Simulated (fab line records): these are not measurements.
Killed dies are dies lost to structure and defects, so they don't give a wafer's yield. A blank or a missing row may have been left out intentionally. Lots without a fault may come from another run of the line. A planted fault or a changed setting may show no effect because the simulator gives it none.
fab line records | flow gf180mcu
record: lots: 5 | wafers: 15 | lastDay: 34
route steps=602 shown MVSD@71 MVPSD@78
lots that met no fault: taken from a fault-free run of the same line
startH: hours from the record's opening day to when the first of the lot's shown wafers began | waitH: hours from the lot's prior step to this one | " identical to the entry in the row above | L1.1+2: several wafers, shown together as one row | - no value, or no start was given | * or withheld: withheld | < > ~ a bound
route shown NAME@n: names a module that has steps shown in the file, with the first one's number in the route | usual: the fault-free wafers' mean and standard deviation | same: alike in all rows | chamber/n: place in a boat | sites: each site's reading | _std_site: how widely they spread, as a standard deviation | _edge_site: outer sites' mean less inner sites' | radiusMm: how far each site lies from the wafer's centre | mask NAME#n: copy n | behind: the most recent tool/chamber to have shaped the wafer | hold: why the lot went on hold/how many hours it stayed there/how the hold came to an end | device: the transistor (n, p or np) that didn't switch | end of line: the route-end tests of the same wafers | a step given without rows: its recipe and nothing more | killed: count of dies lost to structure and defects at first sort (not the wafer's yield) | map: a wafer's dies, x killed, . not, _ none there
set.NAME: setting as actually run; set.NAME@STEP: the setting as run at that earlier step | model.NAME: the simulator's own value behind a step, which no gauge read
lots at some steps of the route; a table a step, a row a wafer
services: the hour from which a tool's chamber was out of use, counted from the record's first day as startH (under 0 if before that day), plus the number of hours and why
== steps ==
step: GF_MVSD_PEB_05
recipe: tempC: 115 | timeS: withheld
usual: heaterPowerTotalW: 69.34/0.13
lot.wafer | tool          | chamber | startH | waitH | heaterPowerTotalW
L076.2    | lithoTrack-01 | 0       | -      | -     | 69.18
L076.3    | "             | 0       | "      | "     | 69.52
L076.6    | "             | 0       | "      | "     | 69.50
L089.1    | lithoTrack-03 | 0       | -      | -     | 69.33
L089.3    | "             | 0       | "      | "     | 69.40
L089.6    | "             | 0       | "      | "     | 69.30
L093.2    | lithoTrack-02 | 0       | -      | -     | 69.32
L093.4    | "             | 0       | "      | "     | 69.17
L093.6    | "             | 0       | "      | "     | 69.47
L095.1    | lithoTrack-02 | 0       | -      | -     | 69.46
L095.2    | "             | 0       | "      | "     | 69.13
L095.3    | "             | 0       | "      | "     | 69.44
L096.1    | lithoTrack-01 | 0       | -      | -     | 69.45
L096.2    | "             | 0       | "      | "     | 69.48
L096.3    | "             | 0       | "      | "     | 69.15
step: GF_MVSD_DEVELOP_06
recipe: wallAngleDeg: 90 | developTimeS: 60 | devTempC: 23
lot.wafer  | tool          | chamber | startH | waitH
L076.2+3+6 | lithoTrack-01 | 0       | -      | -
L089.1+3+6 | lithoTrack-03 | 0       | -      | -
L093.2+4+6 | lithoTrack-02 | 0       | -      | -
L095.1+2+3 | lithoTrack-02 | 0       | -      | -
L096.1+2+3 | lithoTrack-01 | 0       | -      | -
step: GF_MVSD_OVL_MEAS_07
usual: MVSD_OVL: 0.2/1.3
lot.wafer | tool       | chamber | startH | waitH | MVSD_OVL[nm]
L076.2    | overlay-02 | -       | 94.20  | -     | 0.3
L076.3    | "          | -       | "      | "     | -0.5
L076.6    | "          | -       | "      | "     | -1.2
L089.1    | overlay-01 | -       | 171.62 | -     | 0.5
L089.3    | "          | -       | "      | "     | -1.8
L089.6    | "          | -       | "      | "     | 0.3
L093.2    | overlay-01 | -       | 193.96 | -     | 1.5
L093.4    | "          | -       | "      | "     | 0.2
L093.6    | "          | -       | "      | "     | 0.6
L095.1    | overlay-01 | -       | 206.60 | -     | -1.8
L095.2    | "          | -       | "      | "     | 1.3
L095.3    | "          | -       | "      | "     | 0.0
L096.1    | overlay-01 | -       | 209.59 | -     | -0.4
L096.2    | "          | -       | "      | "     | 1.4
L096.3    | "          | -       | "      | "     | 1.8
step: GF_MVSD_IMPLANT_08
recipe: species: P | energyKev: 400 | doseCm2: 1.6e+13 | tiltDeg: 0
usual: beamEnergyKeV: 400.01/0.12 | doseIonsCm2: 1.6003e+13/1.8e+10
lot.wafer | tool         | chamber | startH | waitH | beamEnergyKeV | doseIonsCm2
L076.2    | implanter-01 | 0       | 94.26  | 0.0   | 400.29        | 1.6032e+13
L076.3    | "            | 0       | "      | "     | 400.08        | 1.6006e+13
L076.6    | "            | 0       | "      | "     | 400.07        | 1.6019e+13
L089.1    | implanter-01 | 0       | 171.66 | 0.0   | 400.00        | 1.5954e+13
L089.3    | "            | 0       | "      | "     | 400.04        | 1.5956e+13
L089.6    | "            | 0       | "      | "     | 400.14        | 1.5976e+13
L093.2    | implanter-04 | 0       | 194.01 | 0.0   | 399.92        | 1.5983e+13
L093.4    | "            | 0       | "      | "     | 400.07        | 1.5998e+13
L093.6    | "            | 0       | "      | "     | 400.15        | 1.6005e+13
L095.1    | implanter-02 | 0       | 206.64 | 0.0   | 400.07        | 1.6018e+13
L095.2    | "            | 0       | "      | "     | 399.98        | 1.6032e+13
L095.3    | "            | 0       | "      | "     | 400.08        | 1.6007e+13
L096.1    | implanter-02 | 0       | 209.63 | 0.0   | 399.99        | 1.5987e+13
L096.2    | "            | 0       | "      | "     | 399.83        | 1.5998e+13
L096.3    | "            | 0       | "      | "     | 399.86        | 1.5995e+13
step: GF_MVSD_IMPLANT_09
recipe: species: P | energyKev: 100 | doseCm2: 5e+12 | tiltDeg: 0
usual: beamEnergyKeV: 100.00/0.031 | doseIonsCm2: 5e+12/6.1e+09
lot.wafer | tool         | chamber | startH | waitH | beamEnergyKeV | doseIonsCm2
L076.2    | implanter-01 | 0       | 94.41  | 0.1   | 99.97         | 5.011e+12
L076.3    | "            | 0       | "      | "     | 99.98         | 5.009e+12
L076.6    | "            | 0       | "      | "     | 100.01        | 5.01e+12
L089.1    | implanter-01 | 0       | 171.81 | 0.1   | 99.99         | 4.996e+12
L089.3    | "            | 0       | "      | "     | 99.95         | 5.001e+12
L089.6    | "            | 0       | "      | "     | 100.00        | 4.996e+12
L093.2    | implanter-04 | 0       | 194.16 | 0.1   | 100.09        | 5.004e+12
L093.4    | "            | 0       | "      | "     | 100.01        | 5.009e+12
L093.6    | "            | 0       | "      | "     | 100.03        | 5.01e+12
L095.1    | implanter-02 | 0       | 206.79 | 0.1   | 99.99         | 4.998e+12
L095.2    | "            | 0       | "      | "     | 99.95         | 5e+12
L095.3    | "            | 0       | "      | "     | 99.98         | 4.996e+12
L096.1    | implanter-02 | 0       | 209.78 | 0.1   | 99.98         | 5.006e+12
L096.2    | "            | 0       | "      | "     | 100.01        | 4.996e+12
L096.3    | "            | 0       | "      | "     | 100.04        | 5.007e+12
step: GF_MVSD_STRIP_10
recipe: chemistry: O2/N2 | powerW: 1400 | pressureMtorr: 1500 | platenTempC: 250 | o2FlowSccm: 3000 | n2FlowSccm: 300 | overashFraction: 0.5
usual: drypumpMotorCurrentA: 5.7/0.62 | heaterPowerW: 330/33 | n2FlowSccm: 299.9/0.95 | oesProductAu: 0.723/0.0047 | stripTimeToEndpointS: 36.97/0.1
lot.wafer | tool           | chamber | startH | waitH | drypumpMotorCurrentA | heaterPowerW | n2FlowSccm | oesProductAu | rfHoursCounterH | stripTimeToEndpointS
L076.2    | plasmaAsher-01 | 0       | 94.53  | 0.1   | 4.9                  | 365          | 300.2      | 0.725        | 29              | 36.88
L076.3    | "              | 1       | "      | "     | 5.8                  | 335          | 300.5      | 0.718        | -               | 36.93
L076.6    | "              | 1       | "      | "     | 5.8                  | 332          | 298.1      | 0.712        | -               | 36.98
L089.1    | plasmaAsher-01 | 0       | 171.96 | 0.1   | 4.9                  | 374          | 298.2      | 0.715        | 37              | 36.88
L089.3    | "              | 1       | "      | "     | 5.8                  | 337          | 298.8      | 0.717        | -               | 36.95
L089.6    | "              | 0       | "      | "     | 4.9                  | 355          | 299.4      | 0.722        | -               | 36.88
L093.2    | plasmaAsher-01 | 0       | 194.29 | 0.1   | 4.9                  | 366          | 299.8      | 0.726        | 40              | 37.01
L093.4    | "              | 0       | "      | "     | 4.9                  | 365          | 299.7      | 0.728        | -               | 36.96
L093.6    | "              | 1       | "      | "     | 5.8                  | 340          | 299.4      | 0.717        | -               | 37.03
L095.1    | plasmaAsher-03 | 0       | 206.94 | 0.1   | 5.1                  | 291          | 298.3      | 0.733        | 57              | 36.64
L095.2    | "              | 1       | "      | "     | 6.2                  | 356          | 298.8      | 0.722        | 57              | 36.82
L095.3    | "              | 0       | "      | "     | 5.1                  | 286          | 300.1      | 0.725        | -               | 36.85
L096.1    | plasmaAsher-03 | 0       | 209.93 | 0.1   | 5.1                  | 288          | 299.6      | 0.713        | 58              | 36.87
L096.2    | "              | 1       | "      | "     | 6.1                  | 345          | 300.5      | 0.712        | 58              | 37.06
L096.3    | "              | 0       | "      | "     | 5.1                  | 288          | 299.5      | 0.717        | -               | 36.94
step: GF_MVSD_TW_MEAS_11
usual: MVSD_TW: 1575/24
lot.wafer | tool         | chamber | startH | waitH | MVSD_TW
L076.2    | filmMetro-03 | -       | 94.64  | 0.1   | 1550
L076.3    | "            | -       | "      | "     | 1552
L076.6    | "            | -       | "      | "     | 1549
L089.1    | filmMetro-04 | -       | 172.06 | 0.1   | 1593
L089.3    | "            | -       | "      | "     | 1593
L089.6    | "            | -       | "      | "     | 1597
L093.2    | filmMetro-04 | -       | 194.40 | 0.1   | 1594
L093.4    | "            | -       | "      | "     | 1597
L093.6    | "            | -       | "      | "     | 1591
L095.1    | filmMetro-03 | -       | 207.04 | 0.1   | 1551
L095.2    | "            | -       | "      | "     | 1544
L095.3    | "            | -       | "      | "     | 1546
L096.1    | filmMetro-03 | -       | 210.03 | 0.1   | 1542
L096.2    | "            | -       | "      | "     | 1547
L096.3    | "            | -       | "      | "     | 1541
step: GF_MVPSD_DEHYDRATE_00
recipe: tempC: 200 | timeS: 60
usual: heaterPowerTotalW: 160.39/0.13
lot.wafer | tool          | chamber | startH | waitH | heaterPowerTotalW
L076.2    | lithoTrack-04 | 0       | 101.01 | 6.4   | 160.09
L076.3    | "             | 0       | "      | "     | 160.27
L076.6    | "             | 0       | "      | "     | 160.18
L089.1    | lithoTrack-02 | 0       | 179.35 | 7.3   | 160.27
L089.3    | "             | 0       | "      | "     | 160.30
L089.6    | "             | 0       | "      | "     | 160.44
L093.2    | lithoTrack-03 | 0       | 202.70 | 8.3   | 160.37
L093.4    | "             | 0       | "      | "     | 160.21
L093.6    | "             | 0       | "      | "     | 160.45
L095.1    | lithoTrack-04 | 0       | 215.09 | 8.0   | 160.43
L095.2    | "             | 0       | "      | "     | 160.53
L095.3    | "             | 0       | "      | "     | 160.20
L096.1    | lithoTrack-03 | 0       | 217.92 | 7.9   | 160.47
L096.2    | "             | 0       | "      | "     | 160.30
L096.3    | "             | 0       | "      | "     | 160.49
step: GF_MVPSD_HMDS_01
recipe: primeTimeS: 60 | primeTempC: 120
lot.wafer  | tool          | chamber | startH | waitH
L076.2+3+6 | lithoTrack-04 | 0       | 101.16 | 0.1
L089.1+3+6 | lithoTrack-02 | 0       | 179.50 | 0.1
L093.2+4+6 | lithoTrack-03 | 0       | 202.85 | 0.1
L095.1+2+3 | lithoTrack-04 | 0       | 215.24 | 0.1
L096.1+2+3 | lithoTrack-03 | 0       | 218.07 | 0.1
step: GF_MVPSD_COAT_02
recipe: spinRpm: 2000 | resistThkNm: 3000
lot.wafer  | tool          | chamber | startH | waitH
L076.2+3+6 | lithoTrack-04 | 0       | 101.31 | 0.1
L089.1+3+6 | lithoTrack-02 | 0       | 179.65 | 0.1
L093.2+4+6 | lithoTrack-03 | 0       | 203.00 | 0.1
L095.1+2+3 | lithoTrack-04 | 0       | 215.39 | 0.1
L096.1+2+3 | lithoTrack-03 | 0       | 218.22 | 0.1
step: GF_MVPSD_SOFTBAKE_03
recipe: tempC: 110.5 | timeS: withheld
usual: heaterPowerTotalW: 65.71/0.13
lot.wafer | tool          | chamber | startH | waitH | heaterPowerTotalW
L076.2    | lithoTrack-04 | 0       | 101.47 | 0.1   | 65.72
L076.3    | "             | 0       | "      | "     | 65.73
L076.6    | "             | 0       | "      | "     | 65.85
L089.1    | lithoTrack-02 | 0       | 179.80 | 0.1   | 65.57
L089.3    | "             | 0       | "      | "     | 65.70
L089.6    | "             | 0       | "      | "     | 65.77
L093.2    | lithoTrack-03 | 0       | 203.16 | 0.1   | 65.48
L093.4    | "             | 0       | "      | "     | 65.62
L093.6    | "             | 0       | "      | "     | 65.82
L095.1    | lithoTrack-04 | 0       | 215.54 | 0.1   | 65.47
L095.2    | "             | 0       | "      | "     | 65.54
L095.3    | "             | 0       | "      | "     | 65.75
L096.1    | lithoTrack-03 | 0       | 218.37 | 0.1   | 65.56
L096.2    | "             | 0       | "      | "     | 65.71
L096.3    | "             | 0       | "      | "     | 65.51
step: GF_MVPSD_EXPOSE_04
recipe: maskId: MVPSD | targetCdNm: 1000 | na: 0.6 | sourceShape: conventional | sigmaOuter: 0.6 | doseMj: 260
lot.wafer  | tool            | chamber | startH | waitH | mask
L076.2+3+6 | ilineStepper-02 | 0       | -      | -     | MVPSD#0
L089.1+3+6 | ilineStepper-01 | 0       | -      | -     | MVPSD#0
L093.2+4+6 | ilineStepper-01 | 0       | -      | -     | MVPSD#0
L095.1+2+3 | ilineStepper-01 | 0       | -      | -     | MVPSD#0
L096.1+2+3 | ilineStepper-02 | 0       | -      | -     | MVPSD#0
step: GF_MVPSD_PEB_05
recipe: tempC: 115 | timeS: withheld
usual: heaterPowerTotalW: 69.35/0.13
lot.wafer | tool          | chamber | startH | waitH | heaterPowerTotalW
L076.2    | lithoTrack-04 | 0       | -      | -     | 69.46
L076.3    | "             | 0       | "      | "     | 69.54
L076.6    | "             | 0       | "      | "     | 69.43
L089.1    | lithoTrack-04 | 0       | -      | -     | 69.27
L089.3    | "             | 0       | "      | "     | 69.30
L089.6    | "             | 0       | "      | "     | 69.52
L093.2    | lithoTrack-02 | 0       | -      | -     | 69.11
L093.4    | "             | 0       | "      | "     | 69.13
L093.6    | "             | 0       | "      | "     | 69.41
L095.1    | lithoTrack-03 | 0       | -      | -     | 69.28
L095.2    | "             | 0       | "      | "     | 69.39
L095.3    | "             | 0       | "      | "     | 69.35
L096.1    | lithoTrack-04 | 0       | -      | -     | 69.45
L096.2    | "             | 0       | "      | "     | 69.33
L096.3    | "             | 0       | "      | "     | 69.51
step: GF_MVPSD_DEVELOP_06
recipe: wallAngleDeg: 90 | developTimeS: 60 | devTempC: 23
lot.wafer  | tool          | chamber | startH | waitH
L076.2+3+6 | lithoTrack-04 | 0       | -      | -
L089.1+3+6 | lithoTrack-04 | 0       | -      | -
L093.2+4+6 | lithoTrack-02 | 0       | -      | -
L095.1+2+3 | lithoTrack-03 | 0       | -      | -
L096.1+2+3 | lithoTrack-04 | 0       | -      | -
step: GF_MVPSD_OVL_MEAS_07
usual: MVPSD_OVL: 1.1/1.3
lot.wafer | tool       | chamber | startH | waitH | MVPSD_OVL[nm]
L076.2    | overlay-02 | -       | 108.19 | -     | 1.3
L076.3    | "          | -       | "      | "     | -0.4
L076.6    | "          | -       | "      | "     | -0.2
L089.1    | overlay-01 | -       | 188.24 | -     | 3.9
L089.3    | "          | -       | "      | "     | 2.6
L089.6    | "          | -       | "      | "     | 4.9
L093.2    | overlay-01 | -       | 211.61 | -     | 2.2
L093.4    | "          | -       | "      | "     | 3.8
L093.6    | "          | -       | "      | "     | 3.2
L095.1    | overlay-01 | -       | 224.92 | -     | 2.8
L095.2    | "          | -       | "      | "     | 0.4
L095.3    | "          | -       | "      | "     | 3.2
L096.1    | overlay-01 | -       | 227.74 | -     | 2.4
L096.2    | "          | -       | "      | "     | 1.2
L096.3    | "          | -       | "      | "     | 1.2
step: GF_MVPSD_IMPLANT_08
recipe: species: B | energyKev: 170 | doseCm2: 1.5e+13 | tiltDeg: 0
usual: beamEnergyKeV: 170.00/0.057 | doseIonsCm2: 1.5001e+13/1.6e+10
lot.wafer | tool         | chamber | startH | waitH | beamEnergyKeV | doseIonsCm2
L076.2    | implanter-02 | 0       | 108.25 | 0.0   | 170.00        | 1.4988e+13
L076.3    | "            | 0       | "      | "     | 170.01        | 1.4993e+13
L076.6    | "            | 0       | "      | "     | 169.97        | 1.5002e+13
L089.1    | implanter-01 | 0       | 188.27 | 0.0   | 169.94        | 1.5021e+13
L089.3    | "            | 0       | "      | "     | 169.99        | 1.4984e+13
L089.6    | "            | 0       | "      | "     | 170.06        | 1.4993e+13
L093.2    | implanter-03 | 0       | 211.66 | 0.0   | 170.05        | 1.5002e+13
L093.4    | "            | 0       | "      | "     | 169.95        | 1.4988e+13
L093.6    | "            | 0       | "      | "     | 169.96        | 1.5005e+13
L095.1    | implanter-02 | 0       | 224.96 | 0.0   | 170.06        | 1.5005e+13
L095.2    | "            | 0       | "      | "     | 170.09        | 1.5008e+13
L095.3    | "            | 0       | "      | "     | 169.96        | 1.5029e+13
L096.1    | implanter-01 | 0       | 227.77 | 0.0   | 169.98        | 1.5008e+13
L096.2    | "            | 0       | "      | "     | 170.01        | 1.5014e+13
L096.3    | "            | 0       | "      | "     | 169.98        | 1.499e+13
step: GF_MVPSD_IMPLANT_09
recipe: species: B | energyKev: 40 | doseCm2: 5e+12 | tiltDeg: 0
usual: beamEnergyKeV: 39.996/0.013 | doseIonsCm2: 5e+12/5.6e+09
lot.wafer | tool         | chamber | startH | waitH | beamEnergyKeV | doseIonsCm2
L076.2    | implanter-02 | 0       | 108.40 | 0.1   | 39.990        | 5.004e+12
L076.3    | "            | 0       | "      | "     | 40.009        | 5.005e+12
L076.6    | "            | 0       | "      | "     | 39.999        | 4.992e+12
L089.1    | implanter-01 | 0       | 188.42 | 0.1   | 40.000        | 4.995e+12
L089.3    | "            | 0       | "      | "     | 40.000        | 5.01e+12
L089.6    | "            | 0       | "      | "     | 39.999        | 5.002e+12
L093.2    | implanter-03 | 0       | 211.81 | 0.1   | 39.986        | 5.005e+12
L093.4    | "            | 0       | "      | "     | 40.014        | 5.01e+12
L093.6    | "            | 0       | "      | "     | 40.005        | 5e+12
L095.1    | implanter-02 | 0       | 225.11 | 0.1   | 40.003        | 5.001e+12
L095.2    | "            | 0       | "      | "     | 40.006        | 4.999e+12
L095.3    | "            | 0       | "      | "     | 40.009        | 4.993e+12
L096.1    | implanter-01 | 0       | 227.92 | 0.1   | 40.002        | 4.998e+12
L096.2    | "            | 0       | "      | "     | 40.004        | 4.996e+12
L096.3    | "            | 0       | "      | "     | 39.992        | 4.994e+12
step: GF_MVPSD_STRIP_10
recipe: chemistry: O2/N2 | powerW: 1400 | pressureMtorr: 1500 | platenTempC: 250 | o2FlowSccm: 3000 | n2FlowSccm: 300 | overashFraction: 0.5
usual: drypumpMotorCurrentA: 5.8/0.46 | heaterPowerW: 332/27 | n2FlowSccm: 299.9/0.91 | oesProductAu: 0.722/0.0049 | stripTimeToEndpointS: 36.94/0.079
lot.wafer | tool           | chamber | startH | waitH | drypumpMotorCurrentA | heaterPowerW | n2FlowSccm | oesProductAu | rfHoursCounterH | stripTimeToEndpointS
L076.2    | plasmaAsher-02 | 0       | 108.52 | 0.1   | 6.2                  | 361          | 299.8      | 0.725        | 43              | 36.97
L076.3    | "              | 0       | "      | "     | 6.2                  | 355          | 298.3      | 0.725        | -               | 36.98
L076.6    | "              | 0       | "      | "     | 6.2                  | 366          | 299.0      | 0.729        | -               | 36.93
L089.1    | plasmaAsher-03 | 0       | 188.57 | 0.1   | 5.1                  | 294          | 300.4      | 0.721        | 55              | 37.02
L089.3    | "              | 0       | "      | "     | 5.1                  | 282          | 300.8      | 0.734        | -               | 36.99
L089.6    | "              | 0       | "      | "     | 5.1                  | 290          | 300.8      | 0.716        | -               | 36.97
L093.2    | plasmaAsher-03 | 0       | 211.94 | 0.1   | 5.1                  | 287          | 300.6      | 0.719        | 58              | 37.07
L093.4    | "              | 1       | "      | "     | 6.2                  | 341          | 300.1      | 0.722        | -               | 37.00
L093.6    | "              | 0       | "      | "     | 5.1                  | 283          | 299.9      | 0.711        | -               | 37.01
L095.1    | plasmaAsher-03 | 0       | 225.26 | 0.1   | 5.1                  | 287          | 300.3      | 0.721        | 59              | 36.78
L095.2    | "              | 1       | "      | "     | 6.2                  | 353          | 300.3      | 0.724        | 59              | 36.84
L095.3    | "              | 1       | "      | "     | 6.2                  | 358          | 300.5      | 0.719        | -               | 36.87
L096.1    | plasmaAsher-01 | 0       | 228.07 | 0.1   | 4.9                  | 372          | 299.8      | 0.728        | 43              | 36.94
L096.2    | "              | 1       | "      | "     | 5.8                  | 333          | 299.3      | 0.727        | 43              | 36.93
L096.3    | "              | 1       | "      | "     | 5.8                  | 334          | 299.8      | 0.728        | -               | 37.00
step: GF_MVPSD_TW_MEAS_11
usual: MVPSD_TW: 553/7.8
lot.wafer | tool         | chamber | startH | waitH | MVPSD_TW
L076.2    | filmMetro-02 | -       | 108.63 | 0.1   | 560
L076.3    | "            | -       | "      | "     | 558
L076.6    | "            | -       | "      | "     | 559
L089.1    | filmMetro-04 | -       | 188.67 | 0.1   | 555
L089.3    | "            | -       | "      | "     | 561
L089.6    | "            | -       | "      | "     | 562
L093.2    | filmMetro-04 | -       | 212.05 | 0.1   | 558
L093.4    | "            | -       | "      | "     | 557
L093.6    | "            | -       | "      | "     | 559
L095.1    | filmMetro-04 | -       | 225.36 | 0.1   | 559
L095.2    | "            | -       | "      | "     | 557
L095.3    | "            | -       | "      | "     | 553
L096.1    | filmMetro-02 | -       | 228.17 | 0.1   | 564
L096.2    | "            | -       | "      | "     | 561
L096.3    | "            | -       | "      | "     | 563
== services ==
tool            | chamber | startH | hours | kind
plasmaAsher-03  | -       | 71.56  | 2.6   | repair
implanter-01    | -       | 78.92  | 7.3   | repair
plasmaAsher-02  | -       | 108.75 | 9.0   | pm
plasmaAsher-02  | 0       | 108.75 | 9.0   | ventCycle
plasmaAsher-02  | 1       | 108.75 | 9.0   | ventCycle
implanter-01    | -       | 117.24 | 2.7   | repair
plasmaAsher-02  | 0       | 117.75 | -     | clean
plasmaAsher-02  | 1       | 117.75 | -     | clean
ilineStepper-02 | -       | 123.16 | 1.7   | pm
plasmaAsher-02  | -       | 127.30 | 0.8   | repair
ilineStepper-01 | -       | 130.20 | 1.7   | pm
ilineStepper-01 | -       | 156.49 | 4.4   | pm
plasmaAsher-03  | -       | 157.40 | 2.8   | pm
implanter-04    | -       | 161.66 | 2.8   | repair
ilineStepper-01 | -       | 164.42 | 12.0  | repair
ilineStepper-02 | -       | 176.51 | 2.1   | pm
ilineStepper-02 | -       | 178.60 | -     | consumableReplace:lamp
implanter-02    | -       | 185.57 | 6.9   | pm
plasmaAsher-01  | -       | 204.36 | 1.4   | repair
implanter-01    | -       | 210.12 | 4.6   | pm
implanter-04    | -       | 212.68 | 3.8   | pm
implanter-03    | -       | 220.95 | 1.8   | repair
== key ==
fault none
